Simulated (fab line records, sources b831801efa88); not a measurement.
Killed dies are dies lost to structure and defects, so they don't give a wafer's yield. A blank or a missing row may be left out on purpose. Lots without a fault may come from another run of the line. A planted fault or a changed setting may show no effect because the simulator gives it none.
fab line records | flow gf180mcu | part 1 of 2: steps 1 to 38 of 41
record lots=6 wafers=18 last_day=34
route steps=602 shown HV_LDD@222 NSD@235 PSD@248 PASSIVATION@602
lots that met no fault: from a run of the same line without faults
start_h: hours from the record's first day to the start of the lot's first wafer shown | wait_h: hours since the lot's step before | " the same as in the row above | L1.1+2: a row that stands for several wafers | - no value, or no start given | * or withheld: withheld | < > ~ a bound
route shown NAME@n: a module of which the file shows steps, and the number in the route of the first | usual: mean/standard deviation of fault-free wafers | same: alike in all rows | chamber/n: place in a boat | sites: the reading at each site | _std_site: their standard deviation | _edge_site: outer sites' mean less inner sites' | radius_mm: how far each site lies from the wafer's centre | mask NAME#n: copy n | behind: the tool/chamber that last shaped the wafer | hold: why the lot was held/for how many hours/how that ended | device: the transistor (n, p or np) that didn't switch | end of line: the same wafers' tests at the end of the route | a step without rows: its recipe alone | killed: dies lost to structure and defects at the first sort, not the wafer's yield | map: a wafer's dies, x killed, . not, _ none there
set.NAME: the setting as run; set.NAME@STEP: as run at that earlier step | model.NAME: the simulator's own value behind a step, which no gauge read
lots at some steps of the route; a table a step, a row a wafer
services: from which hour (start_h, from the record's first day; less than 0 if before it) a tool's chamber was out of use, for how many hours, and why
## steps
# step GF_HV_LDD_CD_MEAS_46
# recipe target_cd_nm=400
# usual cd_nm=399.3/2.2
# columns lot.wafer tool chamber start_h wait_h cd_nm
L135.1 cd_sem-02 - 302.88 0.1 397.8
L135.2 " - " " 398.9
L135.4 " - " " 398.6
L140.3 cd_sem-02 - 339.33 0.1 398.6
L140.4 " - " " 396.5
L140.5 " - " " 399.6
L142.2 cd_sem-01 - 353.86 0.1 401.3
L142.3 " - " " 399.9
L142.6 " - " " 398.8
L146.1 cd_sem-01 - 383.08 0.1 400.7
L146.5 " - " " 400.2
L146.6 " - " " 398.1
L154.1 cd_sem-02 - 445.63 0.1 397.2
L154.4 " - " " 397.5
L154.6 " - " " 395.2
L155.1 cd_sem-01 - 458.74 0.1 404.7
L155.3 " - " " 404.6
L155.5 " - " " 404.1
# step GF_HV_LDD_OVL_MEAS_47
# usual HV_LDD_03_OVL=0.5/1.3
# columns lot.wafer tool chamber start_h wait_h HV_LDD_03_OVL[nm]
L135.1 overlay-02 - 303.00 0.1 1.3
L135.2 " - " " 0.8
L135.4 " - " " 1.9
L140.3 overlay-02 - 339.42 0.1 2.5
L140.4 " - " " 2.7
L140.5 " - " " 0.5
L142.2 overlay-02 - 353.97 0.1 1.9
L142.3 " - " " 1.0
L142.6 " - " " 0.4
L146.1 overlay-01 - 383.20 0.1 0.8
L146.5 " - " " -0.4
L146.6 " - " " 2.1
L154.1 overlay-02 - 445.75 0.1 2.5
L154.4 " - " " -0.4
L154.6 " - " " -0.3
L155.1 overlay-02 - 458.86 0.1 0.6
L155.3 " - " " 0.6
L155.5 " - " " -0.6
# step GF_HV_LDD_IMPLANT_48
# recipe species=B energy_kev=25 dose_cm2=3e+13 tilt_deg=7
# step GF_HV_LDD_STRIP_49
# recipe chemistry=O2/N2 power_w=1400 pressure_mtorr=1500 platen_temp_c=250 o2_flow_sccm=3000 n2_flow_sccm=300 overash_fraction=0.5
# usual drypump_motor_current_A=5.88/0.2 heater_power_w=361/35 oes_product_au=0.716/0.0045 strip_time_to_endpoint_s=12.62/0.037
# columns lot.wafer tool chamber start_h wait_h drypump_motor_current_A heater_power_w oes_product_au rf_hours_counter_h strip_time_to_endpoint_s
L135.1 plasma_asher-03 0 303.18 0.1 6.15 335 0.713 19 12.63
L135.2 " 1 " " 5.94 413 0.718 19 12.59
L135.4 " 1 " " 5.93 411 0.720 - 12.63
L140.3 plasma_asher-02 1 339.63 0.1 5.62 328 0.722 - 12.59
L140.4 " 0 " " 5.94 360 0.714 - 12.64
L140.5 " 0 " " 5.97 362 0.712 - 12.63
L142.2 plasma_asher-03 0 354.15 0.1 6.15 343 0.720 25 12.61
L142.3 " 0 " " 6.18 337 0.710 - 12.63
L142.6 " 1 " " 5.90 414 0.712 - 12.64
L146.1 plasma_asher-02 0 383.39 0.1 5.93 361 0.725 56 12.62
L146.5 " 0 " " 5.94 364 0.714 - 12.63
L146.6 " 1 " " 5.60 338 0.717 - 12.61
L154.1 plasma_asher-02 0 445.94 0.1 5.95 366 0.714 62 12.71
L154.4 " 1 " " 5.58 331 0.718 - 12.70
L154.6 " 1 " " 5.60 328 0.722 - 12.72
L155.1 plasma_asher-03 0 459.23 0.1 6.13 333 0.713 36 12.52
L155.3 " 0 " " 6.14 338 0.718 - 12.56
L155.5 " 0 " " 6.16 338 0.716 - 12.53
# step GF_HV_LDD_TW_MEAS_50
# usual HV_LDD_4_TW=574/11
# columns lot.wafer tool chamber start_h wait_h HV_LDD_4_TW
L135.1 film_metro-02 - 303.28 0.1 582
L135.2 " - " " 583
L135.4 " - " " 583
L140.3 film_metro-04 - 339.72 0.1 583
L140.4 " - " " 583
L140.5 " - " " 583
L142.2 film_metro-04 - 354.26 0.1 584
L142.3 " - " " 584
L142.6 " - " " 584
L146.1 film_metro-03 - 383.49 0.1 560
L146.5 " - " " 561
L146.6 " - " " 560
L154.1 film_metro-03 - 446.04 0.1 556
L154.4 " - " " 561
L154.6 " - " " 559
L155.1 film_metro-04 - 459.33 0.1 579
L155.3 " - " " 579
L155.5 " - " " 578
# step GF_HV_LDD_CLEAN_51
# recipe chemistry=SC1/SC2 mix=1:4:20 temp_c=70 time_s=150 dry=n2_spin
# step GF_HV_LDD_RTA_52
# recipe temp_c=1000 time_s=10 ambient=N2
# usual anneal_temp_c_max=1004.8/2 lamp_power_pct=36.2/1 wafer_temp_C_max=1005.4/1.1
# same time_s=10
# columns lot.wafer tool chamber start_h wait_h anneal_temp_c_max lamp_power_pct wafer_temp_C_max
L135.1 rtp_anneal-01 0 303.39 0.0 1003.1 37.1 1004.6
L135.2 " 0 " " 1002.1 37.1 1004.2
L135.4 " 0 " " 1003.3 37.2 1003.5
L140.3 rtp_anneal-01 0 339.83 0.0 1002.7 37.1 1004.0
L140.4 " 0 " " 1003.8 37.2 1005.2
L140.5 " 0 " " 1003.8 37.2 1004.9
L142.2 rtp_anneal-02 0 354.37 0.0 1006.7 35.2 1004.1
L142.3 " 0 " " 1006.4 35.2 1006.2
L142.6 " 0 " " 1007.0 35.2 1004.0
L146.1 rtp_anneal-01 0 383.60 0.0 1004.5 37.2 1006.7
L146.5 " 0 " " 1003.5 37.2 1005.1
L146.6 " 0 " " 1002.7 37.1 1006.7
L154.1 rtp_anneal-01 0 446.15 0.0 1002.3 37.2 1004.4
L154.4 " 0 " " 1002.8 37.1 1006.6
L154.6 " 0 " " 1003.1 37.1 1006.5
L155.1 rtp_anneal-01 0 459.44 0.0 1004.0 37.2 1006.4
L155.3 " 0 " " 1002.3 37.1 1004.8
L155.5 " 0 " " 1003.8 37.1 1006.2
# step GF_HV_LDD_RS_MEAS_53
# recipe thk_meas_gauge=four-point-probe
# usual HV_LDD_RS=418.7/1.2
# columns lot.wafer tool chamber start_h wait_h HV_LDD_RS[ohm/sq]
L135.1 film_metro-04 - 303.46 0.1 419.7
L135.2 " - " " 419.2
L135.4 " - " " 418.1
L140.3 film_metro-02 - 339.91 0.1 416.8
L140.4 " - " " 418.0
L140.5 " - " " 417.6
L142.2 film_metro-04 - 354.45 0.1 419.2
L142.3 " - " " 418.8
L142.6 " - " " 419.8
L146.1 film_metro-04 - 383.66 0.1 418.9
L146.5 " - " " 419.5
L146.6 " - " " 420.4
L154.1 film_metro-02 - 446.22 0.1 418.1
L154.4 " - " " 417.6
L154.6 " - " " 418.7
L155.1 film_metro-03 - 459.51 0.1 419.8
L155.3 " - " " 418.3
L155.5 " - " " 419.5
# step GF_HV_LDD_CVD_54
# recipe material=SiO2 target_thk_nm=10 precursor=TEOS temp_c=680 time_s=75 pressure_mtorr=400
# step GF_HV_LDD_THK_MEAS_55
# recipe reads=SiO2_of_HV_LDD_CVD_54
# usual HV_LDD_CVD_54_THK=9.97/0.13
# columns lot.wafer tool chamber start_h wait_h HV_LDD_CVD_54_THK[nm]
L135.1 film_metro-03 - 304.60 0.0 9.99
L135.2 " - " " 10.06
L135.4 " - " " 10.07
L140.3 film_metro-03 - 341.03 0.0 10.19
L140.4 " - " " 10.09
L140.5 " - " " 10.22
L142.2 film_metro-03 - 356.09 0.0 9.70
L142.3 " - " " 9.58
L142.6 " - " " 9.62
L146.1 film_metro-02 - 384.81 0.0 10.25
L146.5 " - " " 10.11
L146.6 " - " " 10.13
L154.1 film_metro-03 - 447.36 0.0 9.71
L154.4 " - " " 9.78
L154.6 " - " " 9.88
L155.1 film_metro-03 - 460.65 0.0 9.93
L155.3 " - " " 9.85
L155.5 " - " " 9.97
# step GF_HV_LDD_CVD_56
# recipe material=Si3N4 precursor=DCS/NH3 target_thk_nm=90 temp_c=770 time_s=1543 pressure_mtorr=250
# step GF_HV_LDD_THK_MEAS_57
# recipe reads=Si3N4_of_HV_LDD_CVD_56
# usual HV_LDD_CVD_56_THK=89.7/0.83
# columns lot.wafer tool chamber start_h wait_h HV_LDD_CVD_56_THK[nm]
L135.1 film_metro-02 - 306.09 0.0 88.6
L135.2 " - " " 88.0
L135.4 " - " " 88.7
L140.3 film_metro-04 - 342.52 0.0 88.9
L140.4 " - " " 88.8
L140.5 " - " " 89.1
L142.2 film_metro-03 - 357.58 0.0 91.7
L142.3 " - " " 91.3
L142.6 " - " " 90.7
L146.1 film_metro-02 - 386.29 0.0 89.3
L146.5 " - " " 89.6
L146.6 " - " " 89.3
L154.1 film_metro-03 - 448.85 0.0 91.0
L154.4 " - " " 90.2
L154.6 " - " " 90.9
L155.1 film_metro-02 - 462.14 0.0 89.4
L155.3 " - " " 88.5
L155.5 " - " " 89.8
# step GF_HV_LDD_ETCHBACK_58
# recipe chemistry=CH3F/O2 target=Si3N4 stop_on=SiO2 source_w=400 bias_w=80 pressure_mtorr=25 ch3f_flow_sccm=40 O2_flow_sccm=30 time_s=100 target_depth_a=900
# usual drypump_motor_current_A=5.6/0.44 oes_product_au=0.842/0.0066 run_length_s=128.2/0.47 throttle_valve_pct=10.561/0.01
# columns lot.wafer tool chamber start_h wait_h drypump_motor_current_A oes_product_au rf_hours_counter_h run_length_s throttle_valve_pct model.SiO2_of_HV_LDD_CVD_54.thk_nm
L135.1 rie_diel-02 2 306.15 0.1 5.7 0.835 80 127.7 10.570 7.477
L135.2 " 1 " " 6.0 0.830 71 127.4 10.549 7.552
L135.4 " 1 " " 6.0 0.835 - 127.4 10.564 7.529
L140.3 rie_diel-01 3 342.56 0.0 5.5 0.839 55 129.0 10.571 7.588
L140.4 " 2 " " 5.3 0.839 24 128.6 10.574 7.56
L140.5 " 3 " " 5.5 0.833 - 128.5 10.562 7.649
L142.2 rie_diel-02 3 357.63 0.0 5.7 0.860 79 129.2 10.576 7.193
L142.3 " 2 " " 5.7 0.935 82 118.7 10.564 7.292
L142.6 " 3 " " 5.7 0.932 - 119.6 10.568 7.355
L146.1 rie_diel-02 2 386.35 0.1 5.7 0.933 82 118.1 10.581 7.956
L146.5 " 3 " " 5.7 0.841 - 128.9 10.563 7.589
L146.6 " 2 " " 5.7 0.923 - 118.0 10.576 7.857
L154.1 rie_diel-02 2 448.91 0.1 5.8 0.857 84 127.3 10.558 7.172
L154.4 " 1 " " 6.0 0.840 76 127.5 10.557 7.219
L154.6 " 1 " " 6.0 0.848 - 127.8 10.563 7.318
L155.1 rie_diel-02 0 462.20 0.1 5.7 0.834 49 128.4 10.559 7.428
L155.3 " 1 " " 6.0 0.836 76 127.4 10.548 7.341
L155.5 " 2 " " 5.7 0.842 - 127.6 10.561 7.442
# step GF_NSD_DEHYDRATE_00
# recipe temp_c=200 time_s=60
# step GF_NSD_HMDS_01
# recipe prime_time_s=60 prime_temp_c=120
# step GF_NSD_COAT_02
# recipe resist=NOVOLAK spin_rpm=3000 resist_thk_nm=1000
# step GF_NSD_SOFTBAKE_03
# recipe temp_c=90 time_s=60 resist=NOVOLAK
# step GF_NSD_EXPOSE_04
# recipe mask_id=Nplus target_cd_nm=400 na=0.6 source_shape=conventional sigma_outer=0.6 dose_mj=140
# step GF_NSD_PEB_05
# recipe temp_c=withheld time_s=* resist=NOVOLAK
# step GF_NSD_DEVELOP_06
# recipe develop_time_s=60 dev_temp_c=23
# step GF_NSD_CD_MEAS_07
# recipe target_cd_nm=400
# usual cd_nm=400.6/2
# columns lot.wafer tool chamber start_h wait_h cd_nm
L135.1 cd_sem-01 - 326.93 0.1 402.1
L135.2 " - " " 400.3
L135.4 " - " " 398.9
L140.3 cd_sem-01 - 364.87 0.1 399.7
L140.4 " - " " 399.9
L140.5 " - " " 401.3
L142.2 cd_sem-01 - 379.45 0.1 403.0
L142.3 " - " " 402.1
L142.6 " - " " 404.6
L146.1 cd_sem-02 - 408.68 0.1 403.5
L146.5 " - " " 403.4
L146.6 " - " " 401.1
L154.1 cd_sem-01 - 473.08 0.1 398.8
L154.4 " - " " 396.9
L154.6 " - " " 399.5
L155.1 cd_sem-02 - 485.20 0.1 398.6
L155.3 " - " " 397.8
L155.5 " - " " 398.9
# step GF_NSD_OVL_MEAS_08
# usual NSD_OVL=0.5/1.5
# columns lot.wafer tool chamber start_h wait_h NSD_OVL[nm]
L135.1 overlay-02 - 327.05 0.1 1.8
L135.2 " - " " 0.2
L135.4 " - " " 3.2
L140.3 overlay-02 - 364.96 0.1 0.7
L140.4 " - " " 2.7
L140.5 " - " " 2.5
L142.2 overlay-01 - 379.55 0.1 3.4
L142.3 " - " " 3.8
L142.6 " - " " -0.4
L146.1 overlay-02 - 408.80 0.1 -1.1
L146.5 " - " " -3.3
L146.6 " - " " -3.2
L154.1 overlay-02 - 473.20 0.1 1.0
L154.4 " - " " 1.5
L154.6 " - " " 1.4
L155.1 overlay-01 - 485.32 0.1 -1.8
L155.3 " - " " -0.6
L155.5 " - " " -2.2
# step GF_NSD_IMPLANT_09
# recipe species=As energy_kev=60 dose_cm2=4e+15 tilt_deg=7
# step GF_NSD_IMPLANT_10
# recipe species=P energy_kev=40 dose_cm2=5e+14 tilt_deg=7
# step GF_NSD_STRIP_11
# recipe chemistry=O2/N2 power_w=1400 pressure_mtorr=1500 platen_temp_c=250 o2_flow_sccm=3000 n2_flow_sccm=300 overash_fraction=0.5
# usual drypump_motor_current_A=5.7/0.43 heater_power_w=360/31 oes_product_au=0.487/0.0047 strip_time_to_endpoint_s=22.95/0.04
# columns lot.wafer tool chamber start_h wait_h drypump_motor_current_A heater_power_w oes_product_au rf_hours_counter_h strip_time_to_endpoint_s
L135.1 plasma_asher-01 0 327.39 0.1 5.8 313 0.485 70 22.91
L135.2 " 1 " " 5.6 386 0.481 70 22.89
L135.4 " 0 " " 5.8 315 0.484 - 22.90
L140.3 plasma_asher-03 1 365.32 0.1 5.9 416 0.490 - 22.88
L140.4 " 0 " " 6.1 342 0.482 - 22.95
L140.5 " 1 " " 5.9 408 0.491 - 22.91
L142.2 plasma_asher-04 0 379.88 0.1 4.9 351 0.487 73 22.98
L142.3 " 0 " " 4.9 342 0.483 - 22.92
L142.6 " 1 " " 5.8 367 0.480 - 22.95
L146.1 plasma_asher-04 1 409.14 0.1 5.8 364 0.490 76 22.99
L146.5 " 0 " " 4.9 337 0.486 - 22.96
L146.6 " 1 " " 5.8 359 0.484 - 22.91
L154.1 plasma_asher-03 1 473.54 0.1 6.0 407 0.481 38 22.98
L154.4 " 0 " " 6.1 343 0.493 - 22.99
L154.6 " 0 " " 6.2 335 0.479 - 22.97
L155.1 plasma_asher-03 0 485.66 0.1 6.2 343 0.487 39 22.96
L155.3 " 1 " " 6.0 418 0.489 - 22.97
L155.5 " 0 " " 6.2 341 0.488 - 22.93
# step GF_NSD_TW_MEAS_12
# usual NSD_TW=4240/55
# columns lot.wafer tool chamber start_h wait_h NSD_TW
L135.1 film_metro-04 - 327.51 0.1 4291
L135.2 " - " " 4302
L135.4 " - " " 4300
L140.3 film_metro-01 - 365.40 0.1 4245
L140.4 " - " " 4262
L140.5 " - " " 4217
L142.2 film_metro-01 - 379.99 0.1 4236
L142.3 " - " " 4243
L142.6 " - " " 4256
L146.1 film_metro-01 - 409.24 0.1 4270
L146.5 " - " " 4278
L146.6 " - " " 4281
L154.1 film_metro-03 - 473.64 0.1 4153
L154.4 " - " " 4171
L154.6 " - " " 4162
L155.1 film_metro-03 - 485.76 0.1 4197
L155.3 " - " " 4172
L155.5 " - " " 4184
# step GF_PSD_DEHYDRATE_00
# recipe temp_c=200 time_s=60
# step GF_PSD_HMDS_01
# recipe prime_time_s=60 prime_temp_c=120
# step GF_PSD_COAT_02
# recipe resist=NOVOLAK spin_rpm=3000 resist_thk_nm=1000
# step GF_PSD_SOFTBAKE_03
# recipe temp_c=90 time_s=60 resist=NOVOLAK
# step GF_PSD_EXPOSE_04
# recipe mask_id=Pplus target_cd_nm=400 na=0.6 source_shape=conventional sigma_outer=0.6 dose_mj=140
# step GF_PSD_PEB_05
# recipe temp_c=withheld time_s=* resist=NOVOLAK
# step GF_PSD_DEVELOP_06
# recipe develop_time_s=60 dev_temp_c=23
# step GF_PSD_CD_MEAS_07
# recipe target_cd_nm=400
# usual cd_nm=400.2/2.5
# columns lot.wafer tool chamber start_h wait_h cd_nm
L135.1 cd_sem-02 - 348.29 0.1 399.5
L135.2 " - " " 397.3
L135.4 " - " " 399.1
L140.3 cd_sem-02 - 387.62 0.1 397.1
L140.4 " - " " 400.8
L140.5 " - " " 399.2
L142.2 cd_sem-01 - 403.16 0.1 398.3
L142.3 " - " " 397.2
L142.6 " - " " 396.1
L146.1 cd_sem-01 - 432.95 0.1 404.6
L146.5 " - " " 402.2
L146.6 " - " " 404.3
L154.1 cd_sem-01 - 496.94 0.1 396.9
L154.4 " - " " 398.2
L154.6 " - " " 400.1
L155.1 cd_sem-02 - 508.75 0.1 397.8
L155.3 " - " " 397.6
L155.5 " - " " 400.0
# step GF_PSD_OVL_MEAS_08
# usual PSD_OVL=-0.1/1.7
# columns lot.wafer tool chamber start_h wait_h PSD_OVL[nm]
L135.1 overlay-02 - 348.41 0.1 -1.0
L135.2 " - " " 0.6
L135.4 " - " " -2.0
L140.3 overlay-02 - 387.71 0.1 -1.2
L140.4 " - " " -1.2
L140.5 " - " " -1.1
L142.2 overlay-02 - 403.26 0.1 -0.4
L142.3 " - " " -1.8
L142.6 " - " " -1.9
L146.1 overlay-02 - 433.07 0.1 4.1
L146.5 " - " " 0.0
L146.6 " - " " 1.9
L154.1 overlay-02 - 497.06 0.1 3.9
L154.4 " - " " 0.5
L154.6 " - " " -1.1
L155.1 overlay-01 - 508.87 0.1 0.0
L155.3 " - " " -0.3
L155.5 " - " " -2.0
# step GF_PSD_IMPLANT_09
# recipe species=BF2 energy_kev=40 dose_cm2=1.5e+15 tilt_deg=7
# step GF_PSD_STRIP_10
# recipe chemistry=O2/N2 power_w=1400 pressure_mtorr=1500 platen_temp_c=250 o2_flow_sccm=3000 n2_flow_sccm=300 overash_fraction=0.5
# usual drypump_motor_current_A=5.8/0.36 heater_power_w=358/29 oes_product_au=0.591/0.0046 strip_time_to_endpoint_s=16.51/0.034
# columns lot.wafer tool chamber start_h wait_h drypump_motor_current_A heater_power_w oes_product_au rf_hours_counter_h strip_time_to_endpoint_s
L135.1 plasma_asher-02 1 348.60 0.1 5.6 323 0.590 53 16.48
L135.2 " 0 " " 6.0 369 0.590 53 16.52
L135.4 " 1 " " 5.6 329 0.590 - 16.46
L140.3 plasma_asher-03 0 387.92 0.1 6.2 335 0.591 - 16.51
L140.4 " 1 " " 5.9 411 0.592 - 16.48
L140.5 " 0 " " 6.2 334 0.588 - 16.53
L142.2 plasma_asher-03 0 403.44 0.1 6.2 343 0.580 30 16.58
L142.3 " 1 " " 5.9 424 0.594 - 16.55
L142.6 " 1 " " 6.0 409 0.582 - 16.57
L146.1 plasma_asher-03 0 433.26 0.1 6.1 342 0.598 34 16.55
L146.5 " 1 " " 5.9 418 0.596 - 16.58
L146.6 " 0 " " 6.2 332 0.594 - 16.56
L154.1 plasma_asher-02 0 497.24 0.1 6.0 358 0.591 67 16.53
L154.4 " 1 " " 5.6 335 0.592 - 16.52
L154.6 " 1 " " 5.6 334 0.599 - 16.51
L155.1 plasma_asher-02 1 509.06 0.1 5.6 327 0.595 68 16.52
L155.3 " 0 " " 5.9 366 0.593 - 16.47
L155.5 " 1 " " 5.6 319 0.588 - 16.51
# step GF_PSD_TW_MEAS_11
# usual PSD_TW=3178/37
# columns lot.wafer tool chamber start_h wait_h PSD_TW
L135.1 film_metro-01 - 348.70 0.1 3176
L135.2 " - " " 3163
L135.4 " - " " 3188
L140.3 film_metro-01 - 388.01 0.1 3183
L140.4 " - " " 3181
L140.5 " - " " 3174
L142.2 film_metro-04 - 403.55 0.1 3233
L142.3 " - " " 3232
L142.6 " - " " 3235
L146.1 film_metro-04 - 433.36 0.1 3236
L146.5 " - " " 3210
L146.6 " - " " 3224
L154.1 film_metro-04 - 497.34 0.1 3215
L154.4 " - " " 3215
L154.6 " - " " 3220
L155.1 film_metro-03 - 509.16 0.1 3111
L155.3 " - " " 3130
L155.5 " - " " 3113
## key
first_sign step=GF_HV_LDD_ETCHBACK_58 reading=run_length_s direction=down sigmas=20 usual=* struck=*
effect step=GF_HV_LDD_ETCHBACK_58 reading=oes_product_au direction=up sigmas=14 usual=0.842 struck=0.930
model_effect step=GF_HV_LDD_ETCHBACK_58 value=SiO2_of_HV_LDD_CVD_54.thk_nm without=7.379 struck=7.615
model_effect step=GF_PSD_CLEAN_12 value=SiO2_of_HV_LDD_CVD_54.thk_nm without=6.704 struck=6.94
met_at GF_HV_LDD_ETCHBACK_58
struck_wafers L142.3,L142.6,L146.1,L146.6
tester_left_out L142,L146
onset_between 306.15 357.63
fault kind=process_parameter_drift tool=rie_diel-02 chamber=- onset_h=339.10 steps=GF_HV_LDD_ETCHBACK_58 channel=time_s offset=* shape=step end_h=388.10 scope=struck_wafers_only acts_in=* stated=*
# tester_left_out: of these lots the tester's yield and bins aren't shown, on N5 and GAA mostly nor the transistor test; their killed dies are dies lost to structure and defects alone, not to doping, threshold or leakage, so they don't give the yield
